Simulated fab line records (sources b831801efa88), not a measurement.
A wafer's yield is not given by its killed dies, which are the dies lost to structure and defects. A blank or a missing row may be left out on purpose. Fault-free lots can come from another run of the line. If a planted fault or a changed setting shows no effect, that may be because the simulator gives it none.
fab line records | flow sky130
record lots=9 wafers=27 last-day=51
route steps=708 shown CONTACT@422 METAL1@451 VIA1@472 CAPM@539 PAD_OPEN@708
lots that met no fault: taken from a fault-free run of the same line
start-h: start of the lot's first displayed wafer, in hours after the record's first day | wait-h: hours from the lot's prior step to this one | " repeats the value in the row above | L1.1+2: a row that stands for several wafers | - either no value or no given start | * or withheld: withheld | < > ~ a bound
route shown NAME@n: NAME is a module with steps in the file, n the number in the route of the first one | usual: average and standard deviation across the fault-free wafers | same: alike in all rows | chamber/n: place in a boat | sites: per-site readings | _std_site: their standard deviation | _edge_site: outer sites' mean less inner sites' | radius-mm: how far each site lies from the wafer's centre | mask NAME#n: copy n | behind: the last tool/chamber to shape the wafer | hold: why the lot went on hold/how many hours it stayed there/how the hold came to an end | device: which transistor (n, p or np) failed to switch | end of line: the same wafers' tests at the end of the route | where a step has no rows: the recipe by itself | killed: at the first sort, the dies lost to defects and structure; wafer yield is something else | map: shows each die of a wafer: x if killed, . if not, _ if none is there
set.NAME: the run value of the setting; set.NAME@STEP: its run value at that earlier step | model.NAME: the simulator's own value behind a step, which no gauge read
the route's steps for a sample of lots (tables are steps, rows are wafers)
services: from which hour (start-h, from the record's first day; less than 0 if before it) a tool's chamber was out of use, for how many hours, and why
## steps
# step SKY_CONTACT_ETCH_16
# recipe chemistry=N2/H2 target=BARC ion-energy-ev=200 source-w=500 bias-w=100 pressure-mtorr=30 n2-flow-sccm=100 h2-flow-sccm=200 stop-on=SiO2 time-s=45.9 target-depth-a=600
# usual bias-w=100.00/0.3 chamber-pressure-mTorr=30.001/0.027 drypump-motor-current-A=5.7/0.31 oes-product-au=0.855/0.0047 throttle-valve-pct=13.224/0.01
# columns lot.wafer tool chamber start-h wait-h bias-w chamber-pressure-mTorr drypump-motor-current-A oes-product-au rf-hours-counter-h throttle-valve-pct
L724.3 rie-diel-04 2 780.60 0.0 100.33 29.973 5.5 0.846 9 13.218
L724.4 " 0 " " 99.85 30.075 5.5 0.851 40 13.227
L724.5 " 3 " " 100.40 29.974 5.6 0.858 - 13.231
L726.3 rie-diel-03 2 799.20 0.0 99.94 30.004 5.2 0.854 4 13.233
L726.5 " 1 " " 99.69 30.057 5.8 0.849 - 13.223
L726.6 " 2 " " 99.93 30.016 5.2 0.851 - 13.210
L728.1 rie-diel-03 0 813.10 0.0 99.99 29.998 5.7 0.851 15 13.218
L728.4 " 1 " " 100.33 29.989 5.8 0.851 7 13.249
L728.5 " 0 " " 100.08 30.010 5.7 0.860 - 13.227
L729.1 rie-diel-01 3 817.39 0.0 99.84 30.013 5.7 0.856 23 13.216
L729.3 " 1 " " 100.56 30.013 5.6 0.856 11 13.244
L729.6 " 3 " " 99.64 29.943 5.7 0.855 - 13.206
L731.1 rie-diel-01 1 830.60 0.0 100.50 30.030 5.5 0.855 12 13.208
L731.5 " 1 " " 99.74 30.055 5.6 0.864 - 13.214
L731.6 " 2 " " 100.13 30.010 5.3 0.856 - 13.222
L732.4 rie-diel-01 0 837.20 0.0 100.06 30.013 6.2 0.857 3 13.222
L732.5 " 3 " " 99.66 30.053 5.7 0.867 - 13.243
L732.6 " 0 " " 100.21 30.019 6.2 0.849 - 13.222
L742.1 rie-diel-01 0 916.85 0.0 99.85 30.016 6.2 0.849 6 13.220
L742.3 " 1 " " 99.82 30.032 5.5 0.852 14 13.218
L742.6 " 1 " " 99.67 30.024 5.5 0.856 - 13.230
L743.2 rie-diel-03 3 918.80 0.0 100.18 30.010 6.4 0.861 9 13.205
L743.5 " 0 " " 100.00 30.033 5.7 0.855 - 13.223
L743.6 " 3 " " 99.77 29.977 6.4 0.848 - 13.242
L744.4 rie-diel-04 3 923.55 0.0 99.60 30.029 5.6 0.849 23 13.221
L744.5 " 3 " " 100.07 30.015 5.7 0.847 - 13.250
L744.6 " 2 " " 100.05 30.032 5.5 0.862 - 13.239
# step SKY_METAL1_DESCUM_17
# recipe chemistry=O2 source-power-w=150 bias-power-w=0 pressure-mtorr=10 temp-c=40 time-s=8
# usual chamber-pressure-mTorr=9.999/0.009 drypump-motor-current-A=5.5/0.37 oes-product-au=1.004/0.01
# columns lot.wafer tool chamber start-h wait-h chamber-pressure-mTorr drypump-motor-current-A oes-product-au rf-hours-counter-h
L724.3 rie-metal-01 1 808.76 0.0 9.994 5.4 0.993 -
L724.4 " 0 " " 9.996 5.9 1.020 -
L724.5 " 0 " " 9.985 5.9 1.011 -
L726.3 rie-metal-01 1 827.72 0.0 9.997 5.3 0.993 -
L726.5 " 0 " " 9.982 5.9 1.009 -
L726.6 " 1 " " 10.010 5.3 0.989 -
L728.1 rie-metal-01 1 841.31 0.0 10.003 5.3 0.989 12
L728.4 " 1 " " 10.008 5.3 0.998 -
L728.5 " 1 " " 9.991 5.3 0.986 -
L729.1 rie-metal-03 0 844.41 0.0 9.998 5.1 1.030 6
L729.3 " 1 " " 9.993 5.1 1.007 -
L729.6 " 1 " " 10.000 5.1 1.006 -
L731.1 rie-metal-01 0 860.56 0.0 9.995 5.9 0.992 0
L731.5 " 0 " " 10.000 5.9 0.997 -
L731.6 " 1 " " 10.000 5.3 0.992 -
L732.4 rie-metal-01 0 866.26 0.0 9.999 5.9 1.007 -
L732.5 " 1 " " 10.002 5.4 1.000 -
L732.6 " 0 " " 10.003 5.9 1.005 -
L742.1 rie-metal-03 0 944.49 0.0 9.999 5.2 1.024 11
L742.3 " 0 " " 10.005 5.2 1.018 -
L742.6 " 0 " " 10.002 5.1 1.021 -
L743.2 rie-metal-01 1 946.84 0.0 9.992 5.3 1.004 17
L743.5 " 0 " " 10.011 5.9 1.004 -
L743.6 " 1 " " 10.005 5.3 1.007 -
L744.4 rie-metal-04 0 950.92 0.0 10.012 6.3 0.996 -
L744.5 " 0 " " 9.981 6.3 0.991 -
L744.6 " 1 " " 10.005 5.6 1.007 -
# step SKY_VIA1_ETCH_14
# recipe chemistry=N2/H2 target=BARC ion-energy-ev=200 source-w=500 bias-w=100 pressure-mtorr=30 n2-flow-sccm=100 h2-flow-sccm=200 stop-on=SiO2 time-s=45.9 target-depth-a=600
# usual bias-w=100.0/0.32 chamber-pressure-mTorr=30.006/0.029 drypump-motor-current-A=5.9/0.48 oes-product-au=0.854/0.0044 throttle-valve-pct=13.224/0.0096
# columns lot.wafer tool chamber start-h wait-h bias-w chamber-pressure-mTorr drypump-motor-current-A oes-product-au rf-hours-counter-h throttle-valve-pct
L724.3 rie-diel-03 1 837.46 0.0 100.0 29.992 5.8 0.862 8 13.218
L724.4 " 0 " " 100.0 30.016 5.7 0.862 16 13.227
L724.5 " 3 " " 100.5 30.053 6.4 0.865 - 13.209
L726.3 rie-diel-03 1 858.00 0.0 100.0 30.060 5.8 0.854 8 13.225
L726.5 " 2 " " 99.8 29.978 5.2 0.861 - 13.213
L726.6 " 1 " " 99.8 30.001 5.8 0.852 - 13.227
L728.1 rie-diel-02 1 870.20 0.0 100.7 30.015 6.6 0.858 2 13.225
L728.4 " 0 " " 100.0 30.001 5.7 0.861 18 13.225
L728.5 " 0 " " 99.6 29.978 5.7 0.853 - 13.218
L729.1 rie-diel-01 2 872.39 0.0 100.0 30.013 5.3 0.853 2 13.219
L729.3 " 1 " " 99.8 29.984 5.6 0.856 13 13.228
L729.6 " 3 " " 99.0 30.015 5.7 0.849 - 13.231
L731.1 rie-diel-01 1 888.35 0.0 99.6 30.019 5.6 0.854 13 13.213
L731.5 " 2 " " 100.5 29.986 5.3 0.853 - 13.219
L731.6 " 3 " " 99.9 30.027 5.7 0.859 - 13.219
L732.4 rie-diel-03 0 894.54 0.0 100.1 30.046 5.7 0.852 17 13.216
L732.5 " 3 " " 99.9 29.983 6.4 0.856 - 13.230
L732.6 " 2 " " 99.6 29.988 5.2 0.852 - 13.220
L742.1 rie-diel-02 2 971.06 0.0 99.7 30.005 6.7 0.851 9 13.219
L742.3 " 0 " " 100.1 29.979 5.7 0.854 20 13.219
L742.6 " 3 " " 100.2 30.039 5.6 0.848 - 13.228
L743.2 rie-diel-01 1 973.41 0.0 99.5 30.009 5.5 0.853 16 13.233
L743.5 " 1 " " 99.8 30.006 5.6 0.848 - 13.217
L743.6 " 2 " " 100.1 30.018 5.3 0.859 - 13.215
L744.4 rie-diel-02 1 978.16 0.0 100.0 29.964 6.6 0.858 5 13.210
L744.5 " 2 " " 100.8 29.972 6.7 0.851 - 13.225
L744.6 " 1 " " 99.7 30.028 6.6 0.845 - 13.212
# step SKY_CAPM_SPUTTER_02
# recipe material=TiN target-thk-nm=200 temp-c=300 power-w=6500 time-s=166.7 chamber-pressure-pa=0.4
# usual cathode-dc-power-W=6499.9/1.2 throttle-valve-pct=30.2/0.87
# columns lot.wafer tool chamber start-h wait-h cathode-dc-power-W throttle-valve-pct
L724.3 pvd-sputter-02 - 895.97 0.0 6501.5 29.8
L724.4 " - " " 6500.1 31.2
L724.5 " - " " 6499.8 29.8
L726.3 pvd-sputter-02 - 915.04 0.0 6503.5 29.4
L726.5 " - " " 6500.8 29.6
L726.6 " - " " 6500.2 30.1
L728.1 pvd-sputter-03 - 928.45 0.1 6501.2 29.6
L728.4 " - " " 6502.7 28.6
L728.5 " - " " 6498.8 31.6
L729.1 pvd-sputter-02 - 931.25 0.1 6499.9 30.1
L729.3 " - " " 6500.0 31.1
L729.6 " - " " 6500.6 31.0
L731.1 pvd-sputter-04 - 944.22 0.1 6497.8 31.4
L731.5 " - " " 6501.9 29.7
L731.6 " - " " 6498.8 30.2
L732.4 pvd-sputter-02 - 950.84 0.0 6500.7 29.5
L732.5 " - " " 6498.6 31.3
L732.6 " - " " 6499.5 30.0
L742.1 pvd-sputter-02 - 1023.31 0.1 6501.0 29.7
L742.3 " - " " 7418.9 31.1
L742.6 " - " " 6501.8 30.1
L743.2 pvd-sputter-02 - 1025.57 0.0 7419.0 31.1
L743.5 " - " " 6500.5 30.2
L743.6 " - " " 7419.4 31.3
L744.4 pvd-sputter-02 - 1030.73 0.1 6499.2 30.1
L744.5 " - " " 6499.9 29.4
L744.6 " - " " 6500.0 29.9
# step SKY_CAPM_RS_MEAS_03
# recipe thk-meas-gauge=four-point-probe reads=TiN_of_CAPM_SPUTTER_02
# usual CAPM_TIN_RS=6.88/0.078
# columns lot.wafer tool chamber start-h wait-h CAPM_TIN_RS[ohm/sq]
L724.3 film-metro-04 - 896.12 0.1 6.91
L724.4 " - " " 6.83
L724.5 " - " " 6.88
L726.3 film-metro-01 - 915.18 0.1 6.98
L726.5 " - " " 7.08
L726.6 " - " " 6.98
L728.1 film-metro-01 - 928.56 0.1 6.86
L728.4 " - " " 6.88
L728.5 " - " " 6.87
L729.1 film-metro-01 - 931.36 0.1 6.86
L729.3 " - " " 6.93
L729.6 " - " " 6.93
L731.1 film-metro-02 - 944.33 0.1 6.81
L731.5 " - " " 6.83
L731.6 " - " " 6.88
L732.4 film-metro-04 - 951.01 0.1 6.81
L732.5 " - " " 6.77
L732.6 " - " " 6.85
L742.1 film-metro-01 - 1023.42 0.1 7.00
L742.3 " - " " 6.03
L742.6 " - " " 6.95
L743.2 film-metro-01 - 1025.70 0.1 5.93
L743.5 " - " " 6.88
L743.6 " - " " 5.94
L744.4 film-metro-01 - 1030.84 0.1 6.87
L744.5 " - " " 6.87
L744.6 " - " " 6.88
# step SKY_CAPM_THK_MEAS_04
# recipe thk-meas-gauge=xrf reads=TiN_of_CAPM_SPUTTER_02
# usual CAPM_TIN_THK=201.1/2.3
# columns lot.wafer tool chamber start-h wait-h CAPM_TIN_THK[nm]
L724.3 film-metro-04 - 896.22 0.1 201.7
L724.4 " - " " 204.3
L724.5 " - " " 202.2
L726.3 film-metro-01 - 915.28 0.1 198.7
L726.5 " - " " 195.7
L726.6 " - " " 197.5
L728.1 film-metro-01 - 928.68 0.1 202.1
L728.4 " - " " 200.9
L728.5 " - " " 202.0
L729.1 film-metro-01 - 931.48 0.1 201.0
L729.3 " - " " 199.8
L729.6 " - " " 199.3
L731.1 film-metro-02 - 944.45 0.1 203.4
L731.5 " - " " 202.0
L731.6 " - " " 201.8
L732.4 film-metro-04 - 951.10 0.1 204.9
L732.5 " - " " 205.4
L732.6 " - " " 203.0
L742.1 film-metro-01 - 1023.54 0.1 197.3
L742.3 " - " " 228.3
L742.6 " - " " 199.2
L743.2 film-metro-01 - 1025.81 0.1 233.0
L743.5 " - " " 200.8
L743.6 " - " " 232.3
L744.4 film-metro-01 - 1030.93 0.1 199.8
L744.5 " - " " 200.9
L744.6 " - " " 201.6
# step SKY_CAPM_METAL_ETCH_13
# recipe target-depth-nm=220 stop-on=SiO2 chemistry=Cl2/BCl3 target=TiN pressure-mtorr=10 icp-w=900 bias-w=48.5 Cl2_flow_sccm=60 bcl3-flow-sccm=30 time-s=62.9
# usual bias-w=48.51/0.16 chamber-pressure-mTorr=10.000/0.0097 drypump-motor-current-A=5.6/0.44 oes-product-au=0.943/0.0085 throttle-valve-pct=21.899/0.011
# columns lot.wafer tool chamber start-h wait-h bias-w chamber-pressure-mTorr drypump-motor-current-A oes-product-au rf-hours-counter-h throttle-valve-pct
L724.3 rie-metal-02 1 922.02 0.0 48.45 9.993 6.2 0.943 - 21.900
L724.4 " 0 " " 48.47 10.024 6.1 0.950 - 21.903
L724.5 " 1 " " 48.56 9.999 6.3 0.944 - 21.899
L726.3 rie-metal-02 0 940.11 0.0 48.27 9.992 6.1 0.932 - 21.918
L726.5 " 1 " " 48.49 9.972 6.3 0.917 - 21.919
L726.6 " 0 " " 48.26 10.009 6.1 0.931 - 21.907
L728.1 rie-metal-01 1 953.72 0.0 48.66 9.997 5.3 0.947 17 21.895
L728.4 " 1 " " 48.52 10.008 5.3 0.946 - 21.888
L728.5 " 0 " " 48.72 10.011 5.9 0.933 - 21.918
L729.1 rie-metal-02 1 956.78 0.0 48.47 9.991 6.2 0.946 11 21.895
L729.3 " 1 " " 48.62 9.994 6.3 0.946 - 21.918
L729.6 " 0 " " 48.46 10.006 6.1 0.939 - 21.890
L731.1 rie-metal-03 0 968.47 0.0 48.52 10.002 5.1 0.952 13 21.888
L731.5 " 1 " " 48.34 9.986 5.1 0.945 - 21.899
L731.6 " 0 " " 48.49 10.012 5.1 0.940 - 21.896
L732.4 rie-metal-01 1 975.79 0.0 48.57 10.013 5.3 0.954 - 21.881
L732.5 " 1 " " 48.47 10.004 5.4 0.956 - 21.890
L732.6 " 0 " " 48.46 9.998 5.9 0.945 - 21.918
L742.1 rie-metal-01 1 1046.82 0.0 48.87 10.019 5.4 0.937 21 21.918
L742.3 " 1 " " 48.93 10.001 5.4 0.981 - 21.871
L742.6 " 0 " " 48.65 10.018 5.9 0.937 - 21.910
L743.2 rie-metal-03 1 1048.14 0.0 48.50 9.992 5.2 1.003 8 21.860
L743.5 " 1 " " 48.89 10.002 5.2 0.938 - 21.894
L743.6 " 0 " " 48.62 9.992 5.1 0.998 - 21.868
L744.4 rie-metal-02 0 1053.97 0.0 48.54 10.007 6.1 0.945 - 21.924
L744.5 " 1 " " 48.51 10.009 6.3 0.937 - 21.895
L744.6 " 0 " " 48.41 9.993 6.1 0.947 - 21.900
# step SKY_PAD_OPEN_PROBE_99
# usual defect-limited-yield=82.5/2.2 killed_at_M0_to_M3=43/7.5 killed_at_M4_up=3.2/1.9 killed-at-contacts=24/5.6 killed-at-front-end=15/4.8 killed-at-other=0.2/0.54 killed-dies=86/11 killed-on-rim=17/3.6 killed-open=47/7.6 killed-short=39/7.1
# same gross-dies=492 killed-at-back-side=0
# columns lot.wafer tool chamber start-h wait-h defect-limited-yield[%] killed_at_M0_to_M3 killed_at_M4_up killed-at-contacts killed-at-front-end killed-at-other killed-dies killed-on-rim killed-open killed-short
L724.3 prober-02 - 1118.65 0.2 82.1 42 6 28 11 1 88 18 52 36
L724.4 prober-02 - 1118.70 0.2 78.9 50 2 32 20 0 104 24 60 44
L724.5 prober-02 - 1118.75 0.2 80.7 46 7 24 18 0 95 14 57 38
L726.3 prober-01 - 1131.03 0.2 84.3 41 3 22 11 0 77 15 37 40
L726.5 prober-01 - 1131.13 0.2 83.5 38 5 20 16 2 81 17 40 41
L726.6 prober-01 - 1131.18 0.2 83.7 42 9 22 6 1 80 12 43 37
L728.1 prober-01 - 1144.48 0.1 81.1 40 3 35 15 0 93 16 53 40
L728.4 prober-01 - 1144.63 0.2 82.9 45 3 21 15 0 84 14 44 40
L728.5 prober-01 - 1144.68 0.2 83.1 50 2 18 13 0 83 18 39 44
L729.1 prober-02 - 1146.30 0.1 81.5 41 2 31 16 1 91 22 52 39
L729.3 prober-02 - 1146.40 0.2 79.9 48 2 34 15 0 99 22 53 46
L729.6 prober-02 - 1146.55 0.2 85.0 31 4 21 18 0 74 16 43 31
L731.1 prober-02 - 1156.88 0.1 80.9 49 3 24 18 0 94 22 56 38
L731.5 prober-02 - 1157.08 0.2 79.3 50 8 20 24 0 102 14 51 51
L731.6 prober-02 - 1157.13 0.2 79.7 50 3 30 17 0 100 24 46 54
L732.4 prober-01 - 1161.36 0.2 83.1 37 4 27 15 0 83 14 50 33
L732.5 prober-01 - 1161.41 0.2 85.0 39 3 16 16 0 74 14 47 27
L732.6 prober-01 - 1161.46 0.2 84.3 28 2 32 15 0 77 13 45 32
L742.1 prober-01 - 1214.21 0.1 81.9 38 3 21 27 0 89 16 50 39
L742.3 prober-01 - 1214.31 0.2 1.6 33 4 18 14 415 484 96 36 34
L742.6 prober-01 - 1214.46 0.2 80.9 47 1 26 20 0 94 15 45 49
L743.2 prober-02 - 1215.06 0.1 1.8 46 2 25 21 389 483 94 51 43
L743.5 prober-02 - 1215.21 0.2 81.9 44 3 25 17 0 89 20 55 34
L743.6 prober-02 - 1215.26 0.2 5.3 56 1 24 19 366 466 80 45 56
L744.4 prober-01 - 1219.53 0.2 82.1 44 3 25 15 1 88 19 43 45
L744.5 prober-01 - 1219.58 0.2 83.5 55 1 16 9 0 81 14 40 41
L744.6 prober-01 - 1219.63 0.2 85.8 45 0 15 10 0 70 13 32 38
# killed by level:class
L724.3 VIA1:geometric-particle:open=14 CONTACT:geometric-particle:open=12 LI_CONTACT:geometric-particle:open=7 VIA3:geometric-particle:open=7 METAL4:geometric-particle:short=6 CONTACT:geometric-particle:short=5 POLY_GATE:geometric-particle:open=4 METAL2:geometric-particle:short=4
L724.4 VIA1:geometric-particle:open=15 CONTACT:geometric-particle:open=11 LI_CONTACT:geometric-particle:open=8 VIA3:geometric-particle:open=7 VIA3:geometric-particle:short=6 POLY_GATE:geometric-particle:short=5 CONTACT:geometric-particle:short=5 VIA2:geometric-particle:short=5
L724.5 VIA1:geometric-particle:open=9 VIA2:geometric-particle:open=9 VIA3:geometric-particle:open=8 CONTACT:geometric-particle:open=8 FIELD_ISO:geometric-particle:open=7 VIA1:geometric-particle:short=7 CONTACT:geometric-particle:short=6 METAL4:geometric-particle:short=5
L726.3 CONTACT:geometric-particle:open=10 VIA3:geometric-particle:open=8 VIA1:geometric-particle:open=8 METAL2:geometric-particle:short=5 METAL3:geometric-particle:short=5 METAL1:geometric-particle:short=4 POLY_GATE:geometric-particle:short=4 LI_CONTACT:geometric-particle:open=4
L726.5 VIA3:geometric-particle:open=8 METAL3:geometric-particle:short=6 LI_CONTACT:geometric-particle:open=6 VIA1:geometric-particle:open=6 FIELD_ISO:geometric-particle:short=5 CONTACT:geometric-particle:short=5 VIA1:geometric-particle:short=5 CONTACT:geometric-particle:open=5
L726.6 VIA1:geometric-particle:open=10 LI_CONTACT:geometric-particle:open=8 CONTACT:geometric-particle:open=6 VIA3:geometric-particle:short=6 VIA3:geometric-particle:open=6 METAL4:geometric-particle:short=6 METAL2:geometric-particle:short=5 METAL1:geometric-particle:short=4
L728.1 CONTACT:geometric-particle:open=15 VIA3:geometric-particle:open=8 VIA1:geometric-particle:open=7 LOCAL_INTERCONNECT:geometric-particle:short=6 CONTACT:geometric-particle:short=6 METAL1:geometric-particle:short=6 FIELD_ISO:geometric-particle:open=5 LI_CONTACT:geometric-particle:short=4
L728.4 VIA1:geometric-particle:open=11 LI_CONTACT:geometric-particle:open=8 METAL2:geometric-particle:short=8 VIA3:geometric-particle:open=8 VIA1:geometric-particle:short=6 CONTACT:geometric-particle:short=6 CONTACT:geometric-particle:open=5 METAL1:geometric-particle:short=5
L728.5 VIA1:geometric-particle:open=8 METAL1:geometric-particle:short=7 METAL2:geometric-particle:short=7 LOCAL_INTERCONNECT:geometric-particle:short=6 VIA2:geometric-particle:open=6 VIA3:geometric-particle:open=6 LI_CONTACT:geometric-particle:open=5 CONTACT:geometric-particle:open=5
L729.1 CONTACT:geometric-particle:open=11 VIA1:geometric-particle:open=11 CONTACT:geometric-particle:short=9 FIELD_ISO:geometric-particle:open=7 VIA2:geometric-particle:open=7 VIA1:geometric-particle:short=5 LI_CONTACT:geometric-particle:open=5 METAL2:geometric-particle:short=5
L729.3 CONTACT:geometric-particle:open=13 VIA1:geometric-particle:short=9 VIA1:geometric-particle:open=8 VIA3:geometric-particle:open=8 LI_CONTACT:geometric-particle:open=6 VIA2:geometric-particle:open=5 CONTACT:geometric-particle:short=5 VIA3:geometric-particle:short=5
L729.6 LI_CONTACT:geometric-particle:open=10 VIA3:geometric-particle:open=8 FIELD_ISO:geometric-particle:open=6 VIA2:geometric-particle:open=5 FIELD_ISO:geometric-particle:short=4 CONTACT:geometric-particle:open=4 CONTACT:geometric-particle:short=4 VIA1:geometric-particle:short=4
L731.1 METAL1:geometric-particle:short=11 VIA1:geometric-particle:open=11 CONTACT:geometric-particle:open=9 LI_CONTACT:geometric-particle:open=8 VIA3:geometric-particle:open=6 FIELD_ISO:geometric-particle:open=5 METAL2:geometric-particle:short=5 VIA2:geometric-particle:open=5
L731.5 VIA1:geometric-particle:open=12 FIELD_ISO:geometric-particle:open=8 METAL2:geometric-particle:short=8 VIA3:geometric-particle:open=8 FIELD_ISO:geometric-particle:short=6 POLY_GATE:geometric-particle:short=6 CONTACT:geometric-particle:open=6 METAL3:geometric-particle:short=5
L731.6 METAL2:geometric-particle:short=9 VIA3:geometric-particle:open=9 VIA1:geometric-particle:open=8 CONTACT:geometric-particle:open=7 METAL1:geometric-particle:short=7 FIELD_ISO:geometric-particle:open=6 LI_CONTACT:geometric-particle:open=6 CONTACT:geometric-particle:short=6
L732.4 LI_CONTACT:geometric-particle:open=10 VIA1:geometric-particle:open=9 VIA2:geometric-particle:open=7 CONTACT:geometric-particle:open=7 VIA3:geometric-particle:open=7 FIELD_ISO:geometric-particle:short=6 METAL1:geometric-particle:short=6 METAL4:geometric-particle:short=4
L732.5 VIA1:geometric-particle:open=19 POLY_GATE:geometric-particle:open=7 VIA2:geometric-particle:open=6 CONTACT:geometric-particle:open=5 CONTACT:geometric-particle:short=4 METAL1:geometric-particle:short=4 LOCAL_INTERCONNECT:geometric-particle:short=3 VIA2:geometric-particle:short=3
L732.6 CONTACT:geometric-particle:open=12 CONTACT:geometric-particle:short=6 LI_CONTACT:geometric-particle:open=6 FIELD_ISO:geometric-particle:open=5 POLY_GATE:geometric-particle:short=5 POLY_GATE:geometric-particle:open=4 LI_CONTACT:geometric-particle:short=4 METAL1:geometric-particle:short=4
L742.1 VIA1:geometric-particle:open=11 POLY_GATE:geometric-particle:short=9 FIELD_ISO:geometric-particle:open=7 CONTACT:geometric-particle:open=7 VIA1:geometric-particle:short=6 VIA2:geometric-particle:open=5 POLY_GATE:geometric-particle:open=5 LI_CONTACT:geometric-particle:open=5
L742.3 CAPM:area-etch=414 CONTACT:geometric-particle:open=6 METAL1:geometric-particle:short=6 VIA1:geometric-particle:open=6 FIELD_ISO:geometric-particle:open=5 FIELD_ISO:geometric-particle:short=5 LI_CONTACT:geometric-particle:open=5 VIA2:geometric-particle:open=5
L742.6 VIA1:geometric-particle:open=13 CONTACT:geometric-particle:open=13 METAL1:geometric-particle:short=10 FIELD_ISO:geometric-particle:short=8 POLY_GATE:geometric-particle:short=7 LI_CONTACT:geometric-particle:open=7 METAL2:geometric-particle:short=6 VIA3:geometric-particle:open=6
L743.2 CAPM:area-etch=389 VIA1:geometric-particle:open=13 LI_CONTACT:geometric-particle:short=7 POLY_GATE:geometric-particle:open=7 FIELD_ISO:geometric-particle:open=6 VIA2:geometric-particle:open=6 CONTACT:geometric-particle:open=6 METAL2:geometric-particle:short=6
L743.5 VIA1:geometric-particle:open=15 LI_CONTACT:geometric-particle:open=10 FIELD_ISO:geometric-particle:short=9 CONTACT:geometric-particle:open=7 VIA3:geometric-particle:open=7 METAL2:geometric-particle:short=5 VIA1:geometric-particle:short=5 METAL1:geometric-particle:short=4
L743.6 CAPM:area-etch=365 VIA1:geometric-particle:open=13 CONTACT:geometric-particle:open=12 METAL2:geometric-particle:short=10 FIELD_ISO:geometric-particle:short=8 VIA1:geometric-particle:short=8 VIA2:geometric-particle:open=7 LI_CONTACT:geometric-particle:short=5
L744.4 CONTACT:geometric-particle:open=9 VIA1:geometric-particle:open=9 VIA3:geometric-particle:open=9 METAL2:geometric-particle:short=7 CONTACT:geometric-particle:short=6 FIELD_ISO:geometric-particle:short=5 LOCAL_INTERCONNECT:geometric-particle:short=5 METAL1:geometric-particle:short=5
L744.5 VIA1:geometric-particle:open=14 VIA3:geometric-particle:open=8 METAL1:geometric-particle:short=8 CONTACT:geometric-particle:short=6 CONTACT:geometric-particle:open=6 VIA1:geometric-particle:short=6 METAL2:geometric-particle:short=4 VIA2:geometric-particle:short=4
L744.6 VIA1:geometric-particle:open=10 METAL1:geometric-particle:short=8 VIA1:geometric-particle:short=8 CONTACT:geometric-particle:open=6 METAL2:geometric-particle:short=5 FIELD_ISO:geometric-particle:short=4 METAL1:geometric-particle:open=3 LOCAL_INTERCONNECT:geometric-particle:short=3
## services
# columns tool chamber start-h hours kind
rie-diel-03 - 758.03 2.8 pm
rie-diel-01 - 761.27 0.3 repair
rie-diel-03 1 765.50 7.6 repair
rie-diel-04 2 791.05 6.6 repair
rie-diel-03 3 793.70 11.2 repair
rie-diel-02 0 801.98 1.8 repair
rie-metal-04 - 804.12 1.2 repair
pvd-sputter-02 - 806.11 0.5 repair
rie-diel-03 2 840.82 10.4 repair
rie-diel-03 - 841.95 0.6 repair
rie-diel-04 1 858.88 27.6 repair
pvd-sputter-02 - 900.47 3.7 repair
pvd-sputter-02 - 903.01 5.2 repair
pvd-sputter-02 - 927.52 1.5 repair
rie-diel-02 1 936.76 2.9 repair
rie-metal-01 1 964.54 10.8 repair
pvd-sputter-02 - 966.98 1.5 repair
rie-diel-02 1 997.26 3.1 repair
rie-diel-03 3 999.19 5.2 repair
rie-diel-03 1 1001.47 14.9 repair
rie-diel-03 3 1006.94 6.8 repair
rie-diel-04 1 1033.12 8.0 repair
rie-diel-03 - 1046.18 28.1 pm
rie-metal-01 - 1051.29 3.2 repair
## key
first-sign step=SKY_CAPM_SPUTTER_02 reading=cathode-dc-power-W direction=up sigmas=99+ usual=6499.9 struck=7419.1
effect step=SKY_CAPM_RS_MEAS_03 reading=CAPM_TIN_RS direction=down sigmas=12 usual=6.88 struck=5.97
effect step=SKY_CAPM_THK_MEAS_04 reading=CAPM_TIN_THK direction=up sigmas=13 usual=201.1 struck=231.2
effect step=SKY_CAPM_METAL_ETCH_13 reading=oes-product-au direction=up sigmas=6 usual=0.943 struck=0.994
effect step=SKY_PAD_OPEN_PROBE_99 reading=killed-at-other direction=up sigmas=99+ usual=0.2 struck=390
more-kills-born-at SKY_CAPM_METAL_ETCH_13@rie-metal-03=754 SKY_CAPM_METAL_ETCH_13@rie-metal-01=414
met-at SKY_CAPM_SPUTTER_02
struck-lots L742,L743
struck-wafers L742.3,L743.2,L743.6
later-rows-left-out L742.3,L743.2,L743.6
not-acting-at SKY_CONTACT_ETCH_16,SKY_METAL1_DESCUM_17,SKY_VIA1_ETCH_14
onset-between 950.84 1023.31
fault kind=process-parameter-drift tool=pvd-sputter-02 chamber=- onset-h=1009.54 steps=SKY_CAPM_SPUTTER_02 channel=power-w offset=* shape=step end-h=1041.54 acts-in=* stated=* scope=struck-wafers-only
# later-rows-left-out: the simulator's readings of these wafers behind a module that went badly wrong aren't trusted and aren't shown, but for the sort
